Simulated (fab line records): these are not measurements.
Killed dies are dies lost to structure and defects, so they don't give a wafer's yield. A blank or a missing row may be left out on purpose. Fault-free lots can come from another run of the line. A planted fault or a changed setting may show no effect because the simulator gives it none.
fab line records ; flow sky130 ; part 1 of 2: steps 1 to 27 of 37
record lots=5; wafers=15; lastDay=49
route steps=708 shown METAL5@669 PASSIVATION@681 PAD_OPEN@694
lots that met no fault: taken from a fault-free run of the same line
startH: the number of hours between the record's first day and the start of the first shown wafer of the lot ; waitH: hours elapsed since this lot's preceding step ; " same as the row above ; L1.1+2: a row that stands for several wafers ; - no value present, or no start provided ; * or withheld: withheld ; < > ~ a bound
route shown NAME@n: names a module that has steps shown in the file, with the first one's number in the route ; usual: average and standard deviation across the fault-free wafers ; same: alike in all rows ; chamber/n: place in a boat ; sites: each site's reading ; _std_site: standard deviation of those values ; _edge_site: the outer-site mean with the inner-site mean subtracted ; radiusMm: how far each site lies from the wafer's centre ; mask NAME#n: copy n ; behind: the most recent tool/chamber to have shaped the wafer ; hold: why the lot was held/for how many hours/how that ended ; device: transistor that didn't switch, given as n, p or np ; end of line: tests run on the same wafers once the route is complete ; where a step has no rows: the recipe by itself ; killed: count of dies lost to structure and defects at first sort (not the wafer's yield) ; map: shows each die of a wafer: x if killed, . if not, _ if none is there
set.NAME: the setting as run; set.NAME@STEP: as run at that earlier step ; model.NAME: the simulator's own value behind a step, which no gauge read
lots at some steps of the route; a table a step, a row a wafer
services: when a tool's chamber went out of use (startH, in hours from the record's first day, below 0 if earlier), for how many hours, and the reason
## steps
# step SKY_METAL5_HMDS_08
# recipe primeTimeS=60; primeTempC=120
lot.wafer;tool;chamber;startH;waitH
L074.1+2+3;lithoTrack-01;0;996.21;0.1
L083.1+3+5;lithoTrack-03;0;1085.89;0.1
L086.2+3+6;lithoTrack-02;0;1088.25;0.1
L094.4+5+6;lithoTrack-02;0;1130.10;0.1
L096.1+3+5;lithoTrack-02;0;1141.53;0.1
# step SKY_METAL5_COAT_09
# recipe resist=NOVOLAK; spinRpm=3000; resistThkNm=1800
lot.wafer;tool;chamber;startH;waitH
L074.1+2+3;lithoTrack-01;0;996.36;0.1
L083.1+3+5;lithoTrack-03;0;1086.04;0.1
L086.2+3+6;lithoTrack-02;0;1088.40;0.1
L094.4+5+6;lithoTrack-02;0;1130.25;0.1
L096.1+3+5;lithoTrack-02;0;1141.68;0.1
# step SKY_METAL5_SOFTBAKE_10
# recipe tempC=90; timeS=60; resist=NOVOLAK
# usual heaterPowerTotalW=56.60/0.042
lot.wafer;tool;chamber;startH;waitH;heaterPowerTotalW
L074.1;lithoTrack-01;0;996.51;0.1;56.59
L074.2;lithoTrack-01;0;996.51;0.1;56.65
L074.3;lithoTrack-01;0;996.51;0.1;56.64
L083.1;lithoTrack-03;0;1086.19;0.1;56.61
L083.3;lithoTrack-03;0;1086.19;0.1;56.56
L083.5;lithoTrack-03;0;1086.19;0.1;56.60
L086.2;lithoTrack-02;0;1088.55;0.1;56.58
L086.3;lithoTrack-02;0;1088.55;0.1;56.65
L086.6;lithoTrack-02;0;1088.55;0.1;56.64
L094.4;lithoTrack-02;0;1130.40;0.1;56.57
L094.5;lithoTrack-02;0;1130.40;0.1;56.64
L094.6;lithoTrack-02;0;1130.40;0.1;56.54
L096.1;lithoTrack-02;0;1141.83;0.1;56.61
L096.3;lithoTrack-02;0;1141.83;0.1;56.67
L096.5;lithoTrack-02;0;1141.83;0.1;56.59
# step SKY_METAL5_EXPOSE_11
# recipe maskId=MM5; na=0.6; sourceShape=conventional; sigmaOuter=0.6; polarization=unpolarized; targetCdNm=1600; doseMj=190
# usual focusOffsetNm=0.2/0.54
lot.wafer;tool;chamber;startH;waitH;mask;focusOffsetNm
L074.1;ilineStepper-02;0;-;-;MM5#0;0.2
L074.2;ilineStepper-02;0;-;-;MM5#0;0.4
L074.3;ilineStepper-02;0;-;-;MM5#0;0.0
L083.1;ilineStepper-01;0;-;-;MM5#0;-0.4
L083.3;ilineStepper-01;0;-;-;MM5#0;0.8
L083.5;ilineStepper-01;0;-;-;MM5#0;0.2
L086.2;ilineStepper-02;0;-;-;MM5#0;0.6
L086.3;ilineStepper-02;0;-;-;MM5#0;-0.1
L086.6;ilineStepper-02;0;-;-;MM5#0;0.1
L094.4;ilineStepper-02;0;-;-;MM5#0;1.3
L094.5;ilineStepper-02;0;-;-;MM5#0;0.4
L094.6;ilineStepper-02;0;-;-;MM5#0;-0.1
L096.1;ilineStepper-01;0;-;-;MM5#0;0.9
L096.3;ilineStepper-01;0;-;-;MM5#0;0.8
L096.5;ilineStepper-01;0;-;-;MM5#0;0.7
# step SKY_METAL5_PEB_12
# recipe tempC=withheld; timeS=*; resist=NOVOLAK
lot.wafer;tool;chamber;startH;waitH
L074.1+2+3;lithoTrack-02;0;-;-
L083.1+3+5;lithoTrack-02;0;-;-
L086.2+3+6;lithoTrack-02;0;-;-
L094.4+5+6;lithoTrack-01;0;-;-
L096.1+3+5;lithoTrack-01;0;-;-
# step SKY_METAL5_DEVELOP_13
# recipe resist=NOVOLAK; developer=TMAH; developTimeS=60; devTempC=23
# usual developerTempC=22.99/0.1
lot.wafer;tool;chamber;startH;waitH;developerTempC
L074.1;lithoTrack-02;0;1007.72;0.1;22.96
L074.2;lithoTrack-02;0;1007.72;0.1;23.01
L074.3;lithoTrack-02;0;1007.72;0.1;22.97
L083.1;lithoTrack-02;0;1095.08;0.1;22.94
L083.3;lithoTrack-02;0;1095.08;0.1;22.92
L083.5;lithoTrack-02;0;1095.08;0.1;22.89
L086.2;lithoTrack-02;0;1097.30;0.1;23.00
L086.3;lithoTrack-02;0;1097.30;0.1;23.14
L086.6;lithoTrack-02;0;1097.30;0.1;23.09
L094.4;lithoTrack-01;0;1138.24;0.1;22.99
L094.5;lithoTrack-01;0;1138.24;0.1;23.21
L094.6;lithoTrack-01;0;1138.24;0.1;22.80
L096.1;lithoTrack-01;0;1151.26;0.1;22.95
L096.3;lithoTrack-01;0;1151.26;0.1;23.05
L096.5;lithoTrack-01;0;1151.26;0.1;22.95
# step SKY_METAL5_DESCUM_14
# recipe chemistry=O2; sourcePowerW=150; biasPowerW=0; pressureMtorr=10; tempC=40; timeS=11
# usual drypumpMotorCurrentA=5.96/0.22; oesProductAu=1.001/0.011
lot.wafer;tool;chamber;startH;waitH;drypumpMotorCurrentA;oesProductAu;rfHoursCounterH
L074.1;rieMetal-04;0;1007.87;0.1;5.71;0.991;9
L074.2;rieMetal-04;1;1007.87;0.1;5.75;0.987;10
L074.3;rieMetal-04;0;1007.87;0.1;5.71;1.001;-
L083.1;rieMetal-02;0;1095.23;0.1;6.16;1.005;19
L083.3;rieMetal-02;1;1095.23;0.1;5.74;1.002;-
L083.5;rieMetal-02;1;1095.23;0.1;5.72;1.004;-
L086.2;rieMetal-04;0;1097.43;0.1;5.72;0.998;14
L086.3;rieMetal-04;1;1097.43;0.1;5.76;0.969;-
L086.6;rieMetal-04;1;1097.43;0.1;5.82;0.972;-
L094.4;rieMetal-03;0;1138.32;0.1;6.19;1.012;-
L094.5;rieMetal-03;1;1138.32;0.1;5.86;0.996;-
L094.6;rieMetal-03;0;1138.32;0.1;6.14;1.018;-
L096.1;rieMetal-02;0;1151.41;0.1;6.25;0.987;24
L096.3;rieMetal-02;0;1151.41;0.1;6.22;0.982;-
L096.5;rieMetal-02;0;1151.41;0.1;6.22;0.986;-
# step SKY_METAL5_METAL_ETCH_15
# recipe targetDepthA=12600; stopOn=SiO2; overEtchFrac=0.2; timeS=252; chemistry=Cl2/BCl3; resistSidewallDeg=86; pressureMtorr=10; icpW=900; biasW=48.5; Cl2_flow_sccm=60; bcl3FlowSccm=30
# usual drypumpMotorCurrentA=5.95/0.21; oesProductAu=0.894/0.0049; throttleValvePct=22.264/0.0086
# same overEtchFrac=0.2
lot.wafer;tool;chamber;startH;waitH;drypumpMotorCurrentA;oesProductAu;rfHoursCounterH;throttleValvePct
L074.1;rieMetal-04;0;1007.91;0.0;5.70;0.890;9;22.264
L074.2;rieMetal-04;1;1007.91;0.0;5.78;0.888;11;22.265
L074.3;rieMetal-04;0;1007.91;0.0;5.72;0.890;-;22.251
L083.1;rieMetal-02;0;1095.26;0.0;6.24;0.895;19;22.281
L083.3;rieMetal-02;1;1095.26;0.0;5.75;0.886;-;22.265
L083.5;rieMetal-02;1;1095.26;0.0;5.71;0.903;-;22.266
L086.2;rieMetal-04;0;1097.46;0.0;5.70;0.894;14;22.260
L086.3;rieMetal-04;1;1097.46;0.0;5.77;0.898;-;22.266
L086.6;rieMetal-04;1;1097.46;0.0;5.76;0.889;-;22.260
L094.4;rieMetal-03;0;1138.42;0.1;6.11;0.898;-;22.254
L094.5;rieMetal-03;1;1138.42;0.1;5.85;0.894;-;22.275
L094.6;rieMetal-03;0;1138.42;0.1;6.09;0.889;-;22.257
L096.1;rieMetal-02;0;1151.44;0.0;6.21;0.895;25;22.257
L096.3;rieMetal-02;0;1151.44;0.0;6.18;0.890;-;22.272
L096.5;rieMetal-02;0;1151.44;0.0;6.19;0.892;-;22.273
# step SKY_METAL5_STRIP_16
# recipe chemistry=O2/N2; powerW=1400; pressureMtorr=1500; platenTempC=withheld; o2FlowSccm=3000; n2FlowSccm=300; overashFraction=0.5
# usual drypumpMotorCurrentA=6.2/0.6; n2FlowSccm=299.9/0.93; oesProductAu=0.710/0.0045; stripTimeToEndpointS=13.03/0.14
lot.wafer;tool;chamber;startH;waitH;drypumpMotorCurrentA;n2FlowSccm;oesProductAu;rfHoursCounterH;stripTimeToEndpointS
L074.1;plasmaAsher-02;1;1008.14;0.2;6.0;300.6;0.712;58;13.03
L074.2;plasmaAsher-02;0;1008.14;0.2;5.2;299.4;0.716;58;13.24
L074.3;plasmaAsher-02;0;1008.14;0.2;5.1;300.5;0.714;-;13.12
L083.1;plasmaAsher-04;0;1095.49;0.2;6.1;300.3;0.714;34;13.03
L083.3;plasmaAsher-04;0;1095.49;0.2;6.1;300.5;0.714;-;12.96
L083.5;plasmaAsher-04;1;1095.49;0.2;5.4;299.7;0.718;-;13.02
L086.2;plasmaAsher-03;0;1097.69;0.2;6.7;298.7;0.704;95;13.01
L086.3;plasmaAsher-03;0;1097.69;0.2;6.7;299.2;0.718;-;13.20
L086.6;plasmaAsher-03;0;1097.69;0.2;6.7;299.5;0.713;-;13.21
L094.4;plasmaAsher-03;0;1138.61;0.1;6.7;300.9;0.711;-;12.82
L094.5;plasmaAsher-03;1;1138.61;0.1;6.8;299.9;0.704;-;13.10
L094.6;plasmaAsher-03;0;1138.61;0.1;6.7;300.3;0.721;-;12.96
L096.1;plasmaAsher-04;1;1151.68;0.2;5.4;300.0;0.715;38;13.24
L096.3;plasmaAsher-04;0;1151.68;0.2;6.1;300.2;0.705;-;13.24
L096.5;plasmaAsher-04;0;1151.68;0.2;6.1;299.5;0.710;-;13.20
# step SKY_METAL5_STRIP_17
# recipe chemistry=postEtchResidueRemover; timeS=1200; tempC=72.5
lot.wafer;tool;chamber;startH;waitH
L074.1+2+3;wetBench-02;1;1008.24;0.1
L083.1+3+5;wetBench-01;0;1095.60;0.1
L086.2+3+6;wetBench-04;3;1097.79;0.1
L094.4+5+6;wetBench-02;3;1138.68;0.0
L096.1+3+5;wetBench-01;1;1151.83;0.1
# step SKY_METAL5_CLEAN_18
# recipe chemistry=IPA; timeS=180; tempC=25
lot.wafer;tool;chamber;startH;waitH
L074.1+2+3;wetBench-04;1;1008.59;0.0
L083.1+3+5;wetBench-04;0;1095.98;0.0
L086.2+3+6;wetBench-02;0;1098.14;0.0
L094.4+5+6;wetBench-04;3;1139.03;0.0
L096.1+3+5;wetBench-04;1;1152.17;0.0
# step SKY_METAL5_CLEAN_19
# recipe chemistry=O3/DIW; dry=n2Spin
lot.wafer;tool;chamber;startH;waitH
L074.1+2+3;wetBench-02;0;1008.64;0.0
L083.1+3+5;wetBench-01;0;1096.04;0.0
L086.2+3+6;wetBench-01;0;1098.19;0.0
L094.4+5+6;wetBench-01;2;1139.09;0.0
L096.1+3+5;wetBench-02;3;1152.28;0.0
# step SKY_PASSIVATION_CVD_00
# recipe material=SiO2; targetThkNm=90; tempC=400; timeS=withheld; rfW=600
# usual heaterPowerW=678/92
lot.wafer;tool;chamber;startH;waitH;heaterPowerW
L074.1;pecvd-02;2;1008.74;0.0;593
L074.2;pecvd-02;0;1008.74;0.0;590
L074.3;pecvd-02;0;1008.74;0.0;601
L083.1;pecvd-04;0;1096.14;0.0;622
L083.3;pecvd-04;1;1096.14;0.0;822
L083.5;pecvd-04;1;1096.14;0.0;831
L086.2;pecvd-02;1;1098.29;0.0;788
L086.3;pecvd-02;2;1098.29;0.0;587
L086.6;pecvd-02;0;1098.29;0.0;622
L094.4;pecvd-04;1;1139.19;0.0;727
L094.5;pecvd-04;2;1139.19;0.0;699
L094.6;pecvd-04;0;1139.19;0.0;685
L096.1;pecvd-04;0;1152.38;0.0;700
L096.3;pecvd-04;2;1152.38;0.0;604
L096.5;pecvd-04;0;1152.38;0.0;679
# step SKY_PASSIVATION_THK_MEAS_01
# recipe reads=SiO2_of_PASSIVATION_CVD_00
# usual PASSIVATION_CVD_00_THK=89.2/1.1
lot.wafer;tool;chamber;startH;waitH;PASSIVATION_CVD_00_THK[nm]
L074.1;filmMetro-02;-;1008.77;-;89.8
L074.2;filmMetro-02;-;1008.77;-;88.0
L074.3;filmMetro-02;-;1008.77;-;89.7
L083.1;filmMetro-02;-;1096.16;-;88.2
L083.3;filmMetro-02;-;1096.16;-;88.7
L083.5;filmMetro-02;-;1096.16;-;89.4
L086.2;filmMetro-03;-;1098.36;-;87.9
L086.3;filmMetro-03;-;1098.36;-;88.6
L086.6;filmMetro-03;-;1098.36;-;90.2
L094.4;filmMetro-01;-;1139.24;-;88.4
L094.5;filmMetro-01;-;1139.24;-;89.0
L094.6;filmMetro-01;-;1139.24;-;89.8
L096.1;filmMetro-02;-;1152.41;-;88.8
L096.3;filmMetro-02;-;1152.41;-;87.4
L096.5;filmMetro-02;-;1152.41;-;91.9
# step SKY_PASSIVATION_CVD_02
# recipe material=Si3N4; targetThkNm=540; tempC=400; timeS=withheld; rfW=450
# usual heaterPowerW=719/97
lot.wafer;tool;chamber;startH;waitH;heaterPowerW
L074.1;pecvd-04;1;1008.83;0.1;882
L074.2;pecvd-04;0;1008.83;0.1;738
L074.3;pecvd-04;2;1008.83;0.1;650
L083.1;pecvd-02;0;1096.22;0.1;666
L083.3;pecvd-02;1;1096.22;0.1;824
L083.5;pecvd-02;2;1096.22;0.1;642
L086.2;pecvd-03;0;1098.41;0.0;864
L086.3;pecvd-03;1;1098.41;0.0;678
L086.6;pecvd-03;1;1098.41;0.0;726
L094.4;pecvd-03;0;1139.38;0.1;846
L094.5;pecvd-03;1;1139.38;0.1;812
L094.6;pecvd-03;2;1139.38;0.1;657
L096.1;pecvd-02;0;1152.47;0.1;582
L096.3;pecvd-02;2;1152.47;0.1;599
L096.5;pecvd-02;2;1152.47;0.1;650
# step SKY_PASSIVATION_THK_MEAS_03
# recipe reads=Si3N4_of_PASSIVATION_CVD_02
# usual PASSIVATION_CVD_02_THK=539/7.1
lot.wafer;tool;chamber;startH;waitH;PASSIVATION_CVD_02_THK[nm]
L074.1;filmMetro-03;-;1009.05;-;528
L074.2;filmMetro-03;-;1009.05;-;532
L074.3;filmMetro-03;-;1009.05;-;529
L083.1;filmMetro-01;-;1096.44;-;534
L083.3;filmMetro-01;-;1096.44;-;539
L083.5;filmMetro-01;-;1096.44;-;541
L086.2;filmMetro-01;-;1098.65;-;535
L086.3;filmMetro-01;-;1098.65;-;548
L086.6;filmMetro-01;-;1098.65;-;548
L094.4;filmMetro-03;-;1139.52;-;546
L094.5;filmMetro-03;-;1139.52;-;554
L094.6;filmMetro-03;-;1139.52;-;545
L096.1;filmMetro-02;-;1152.80;-;526
L096.3;filmMetro-02;-;1152.80;-;538
L096.5;filmMetro-02;-;1152.80;-;533
# step SKY_PASSIVATION_DEHYDRATE_04
# recipe tempC=200; timeS=60
# usual heaterPowerTotalW=160.37/0.13
lot.wafer;tool;chamber;startH;waitH;heaterPowerTotalW
L074.1;lithoTrack-04;0;1020.05;11.0;160.61
L074.2;lithoTrack-04;0;1020.05;11.0;160.29
L074.3;lithoTrack-04;0;1020.05;11.0;160.32
L083.1;lithoTrack-04;0;1106.40;9.9;160.16
L083.3;lithoTrack-04;0;1106.40;9.9;160.26
L083.5;lithoTrack-04;0;1106.40;9.9;160.24
L086.2;lithoTrack-03;0;1108.76;10.1;160.44
L086.3;lithoTrack-03;0;1108.76;10.1;160.37
L086.6;lithoTrack-03;0;1108.76;10.1;160.46
L094.4;lithoTrack-01;0;1149.39;9.9;160.33
L094.5;lithoTrack-01;0;1149.39;9.9;160.49
L094.6;lithoTrack-01;0;1149.39;9.9;160.48
L096.1;lithoTrack-01;0;1159.36;6.5;160.21
L096.3;lithoTrack-01;0;1159.36;6.5;160.49
L096.5;lithoTrack-01;0;1159.36;6.5;160.27
# step SKY_PASSIVATION_HMDS_05
# recipe primeTimeS=60; primeTempC=120
lot.wafer;tool;chamber;startH;waitH
L074.1+2+3;lithoTrack-04;0;1020.20;0.1
L083.1+3+5;lithoTrack-04;0;1106.55;0.1
L086.2+3+6;lithoTrack-03;0;1108.91;0.1
L094.4+5+6;lithoTrack-01;0;1149.54;0.1
L096.1+3+5;lithoTrack-01;0;1159.51;0.1
# step SKY_PASSIVATION_COAT_06
# recipe spinRpm=2000; resistThkNm=3000
lot.wafer;tool;chamber;startH;waitH
L074.1+2+3;lithoTrack-04;0;1020.35;0.1
L083.1+3+5;lithoTrack-04;0;1106.70;0.1
L086.2+3+6;lithoTrack-03;0;1109.06;0.1
L094.4+5+6;lithoTrack-01;0;1149.69;0.1
L096.1+3+5;lithoTrack-01;0;1159.66;0.1
# step SKY_PASSIVATION_SOFTBAKE_07
# recipe tempC=110; timeS=withheld
# usual heaterPowerTotalW=65.32/0.12
lot.wafer;tool;chamber;startH;waitH;heaterPowerTotalW
L074.1;lithoTrack-04;0;1020.50;0.1;65.28
L074.2;lithoTrack-04;0;1020.50;0.1;65.38
L074.3;lithoTrack-04;0;1020.50;0.1;65.15
L083.1;lithoTrack-04;0;1106.85;0.1;65.19
L083.3;lithoTrack-04;0;1106.85;0.1;65.17
L083.5;lithoTrack-04;0;1106.85;0.1;65.51
L086.2;lithoTrack-03;0;1109.22;0.1;65.34
L086.3;lithoTrack-03;0;1109.22;0.1;65.27
L086.6;lithoTrack-03;0;1109.22;0.1;65.30
L094.4;lithoTrack-01;0;1149.86;0.1;65.42
L094.5;lithoTrack-01;0;1149.86;0.1;65.31
L094.6;lithoTrack-01;0;1149.86;0.1;65.35
L096.1;lithoTrack-01;0;1159.81;0.1;65.07
L096.3;lithoTrack-01;0;1159.81;0.1;65.23
L096.5;lithoTrack-01;0;1159.81;0.1;65.12
# step SKY_PASSIVATION_EXPOSE_08
# recipe maskId=NSM; targetCdNm=3000; na=0.57; doseMj=260
# usual focusOffsetNm=0.0/0.57
lot.wafer;tool;chamber;startH;waitH;mask;focusOffsetNm
L074.1;ilineStepper-02;0;-;-;NSM#0;-0.8
L074.2;ilineStepper-02;0;-;-;NSM#0;0.4
L074.3;ilineStepper-02;0;-;-;NSM#0;-0.6
L083.1;ilineStepper-01;0;-;-;NSM#0;0.5
L083.3;ilineStepper-01;0;-;-;NSM#0;-0.2
L083.5;ilineStepper-01;0;-;-;NSM#0;-0.3
L086.2;ilineStepper-02;0;-;-;NSM#0;1.0
L086.3;ilineStepper-02;0;-;-;NSM#0;-0.1
L086.6;ilineStepper-02;0;-;-;NSM#0;-0.2
L094.4;ilineStepper-02;0;-;-;NSM#0;0.4
L094.5;ilineStepper-02;0;-;-;NSM#0;0.1
L094.6;ilineStepper-02;0;-;-;NSM#0;-0.2
L096.1;ilineStepper-02;0;-;-;NSM#0;-0.3
L096.3;ilineStepper-02;0;-;-;NSM#0;-1.2
L096.5;ilineStepper-02;0;-;-;NSM#0;-0.5
# step SKY_PASSIVATION_PEB_09
# recipe tempC=115; timeS=withheld
# usual heaterPowerTotalW=69.34/0.13
lot.wafer;tool;chamber;startH;waitH;heaterPowerTotalW
L074.1;lithoTrack-01;0;-;-;69.43
L074.2;lithoTrack-01;0;-;-;69.53
L074.3;lithoTrack-01;0;-;-;69.19
L083.1;lithoTrack-01;0;-;-;69.36
L083.3;lithoTrack-01;0;-;-;69.53
L083.5;lithoTrack-01;0;-;-;69.51
L086.2;lithoTrack-03;0;-;-;69.53
L086.3;lithoTrack-03;0;-;-;69.24
L086.6;lithoTrack-03;0;-;-;69.29
L094.4;lithoTrack-01;0;-;-;69.27
L094.5;lithoTrack-01;0;-;-;69.53
L094.6;lithoTrack-01;0;-;-;69.17
L096.1;lithoTrack-01;0;-;-;69.20
L096.3;lithoTrack-01;0;-;-;69.25
L096.5;lithoTrack-01;0;-;-;69.20
# step SKY_PASSIVATION_DEVELOP_10
# recipe developTimeS=60; devTempC=23
# usual developerTempC=22.98/0.09
lot.wafer;tool;chamber;startH;waitH;developerTempC
L074.1;lithoTrack-01;0;-;-;22.83
L074.2;lithoTrack-01;0;-;-;22.93
L074.3;lithoTrack-01;0;-;-;22.92
L083.1;lithoTrack-01;0;-;-;22.97
L083.3;lithoTrack-01;0;-;-;22.98
L083.5;lithoTrack-01;0;-;-;23.11
L086.2;lithoTrack-03;0;-;-;22.88
L086.3;lithoTrack-03;0;-;-;22.93
L086.6;lithoTrack-03;0;-;-;22.87
L094.4;lithoTrack-01;0;-;-;23.15
L094.5;lithoTrack-01;0;-;-;23.01
L094.6;lithoTrack-01;0;-;-;23.21
L096.1;lithoTrack-01;0;-;-;22.98
L096.3;lithoTrack-01;0;-;-;22.95
L096.5;lithoTrack-01;0;-;-;23.00
# step SKY_PASSIVATION_ETCH_11
# recipe chemistry=CF4/O2; targetDepthNm=725; stopOn=AlCu; sourceW=800; biasW=150; pressureMtorr=150; cf4FlowSccm=80; O2_flow_sccm=10; timeS=161.1
# usual drypumpMotorCurrentA=5.8/0.49; oesProductAu=0.978/0.0068; throttleValvePct=5.964/0.0095
lot.wafer;tool;chamber;startH;waitH;drypumpMotorCurrentA;oesProductAu;rfHoursCounterH;throttleValvePct
L074.1;rieDiel-03;2;1030.51;-;5.2;0.962;24;5.966
L074.2;rieDiel-03;1;1030.51;-;6.7;0.972;15;5.964
L074.3;rieDiel-03;3;1030.51;-;5.7;0.971;11;5.956
L083.1;rieDiel-02;0;1115.96;-;5.7;0.974;24;5.958
L083.3;rieDiel-02;1;1115.96;-;5.8;0.983;12;5.967
L083.5;rieDiel-02;1;1115.96;-;5.8;0.986;-;5.968
L086.2;rieDiel-01;3;1117.94;-;6.0;0.969;27;5.933
L086.3;rieDiel-01;1;1117.94;-;5.2;0.984;18;5.965
L086.6;rieDiel-01;3;1117.94;-;5.9;0.986;-;5.978
L094.4;rieDiel-01;0;1157.56;-;5.8;0.977;8;5.969
L094.5;rieDiel-01;3;1157.56;-;6.0;0.987;-;5.975
L094.6;rieDiel-01;2;1157.56;-;5.7;0.983;-;5.966
L096.1;rieDiel-02;1;1169.46;-;5.8;0.970;13;5.955
L096.3;rieDiel-02;3;1169.46;-;6.0;0.972;6;5.970
L096.5;rieDiel-02;3;1169.46;-;6.0;0.969;-;5.958
# step SKY_PASSIVATION_STRIP_12
# recipe chemistry=O2/N2; powerW=1400; pressureMtorr=1500; platenTempC=withheld; overashFraction=0.7; o2FlowSccm=3000; n2FlowSccm=300
# usual drypumpMotorCurrentA=6.0/0.55; n2FlowSccm=300.0/0.93; oesProductAu=0.661/0.0045; stripTimeToEndpointS=31.47/0.12
lot.wafer;tool;chamber;startH;waitH;drypumpMotorCurrentA;n2FlowSccm;oesProductAu;rfHoursCounterH;stripTimeToEndpointS
L074.1;plasmaAsher-02;1;1030.62;0.1;6.0;299.6;0.661;60;31.37
L074.2;plasmaAsher-02;0;1030.62;0.1;5.2;300.4;0.659;60;31.31
L074.3;plasmaAsher-02;1;1030.62;0.1;6.0;299.0;0.664;-;31.61
L083.1;plasmaAsher-01;0;1116.07;0.1;6.0;300.0;0.656;5;31.50
L083.3;plasmaAsher-01;1;1116.07;0.1;5.7;298.9;0.654;-;31.49
L083.5;plasmaAsher-01;0;1116.07;0.1;6.0;301.1;0.657;-;31.53
L086.2;plasmaAsher-03;1;1118.04;0.1;6.7;299.3;0.665;97;31.63
L086.3;plasmaAsher-03;0;1118.04;0.1;6.8;300.8;0.664;-;31.52
L086.6;plasmaAsher-03;0;1118.04;0.1;6.8;300.3;0.666;-;31.47
L094.4;plasmaAsher-01;1;1157.70;0.1;5.7;300.8;0.661;-;31.53
L094.5;plasmaAsher-01;1;1157.70;0.1;5.7;300.1;0.669;-;31.48
L094.6;plasmaAsher-01;0;1157.70;0.1;6.0;298.1;0.663;-;31.45
L096.1;plasmaAsher-01;0;1169.57;0.1;5.9;298.9;0.661;10;31.51
L096.3;plasmaAsher-01;0;1169.57;0.1;6.0;300.8;0.659;-;31.63
L096.5;plasmaAsher-01;1;1169.57;0.1;5.7;300.8;0.656;-;31.59
# step SKY_PAD_OPEN_DEHYDRATE_00
# recipe tempC=200; timeS=60
# usual heaterPowerTotalW=160.37/0.12
lot.wafer;tool;chamber;startH;waitH;heaterPowerTotalW
L074.1;lithoTrack-04;0;1041.35;10.7;160.36
L074.2;lithoTrack-04;0;1041.35;10.7;160.33
L074.3;lithoTrack-04;0;1041.35;10.7;160.32
L083.1;lithoTrack-04;0;1125.80;9.7;160.45
L083.3;lithoTrack-04;0;1125.80;9.7;160.48
L083.5;lithoTrack-04;0;1125.80;9.7;160.27
L086.2;lithoTrack-04;0;1128.13;10.0;160.25
L086.3;lithoTrack-04;0;1128.13;10.0;160.52
L086.6;lithoTrack-04;0;1128.13;10.0;160.38
L094.4;lithoTrack-01;0;1166.89;9.2;160.31
L094.5;lithoTrack-01;0;1166.89;9.2;160.61
L094.6;lithoTrack-01;0;1166.89;9.2;160.36
L096.1;lithoTrack-01;0;1176.21;6.6;160.27
L096.3;lithoTrack-01;0;1176.21;6.6;160.19
L096.5;lithoTrack-01;0;1176.21;6.6;160.34
# step SKY_PAD_OPEN_HMDS_01
# recipe primeTimeS=60; primeTempC=120
lot.wafer;tool;chamber;startH;waitH
L074.1+2+3;lithoTrack-04;0;1041.50;0.1
L083.1+3+5;lithoTrack-04;0;1125.95;0.1
L086.2+3+6;lithoTrack-04;0;1128.28;0.1
L094.4+5+6;lithoTrack-01;0;1167.04;0.1
L096.1+3+5;lithoTrack-01;0;1176.36;0.1
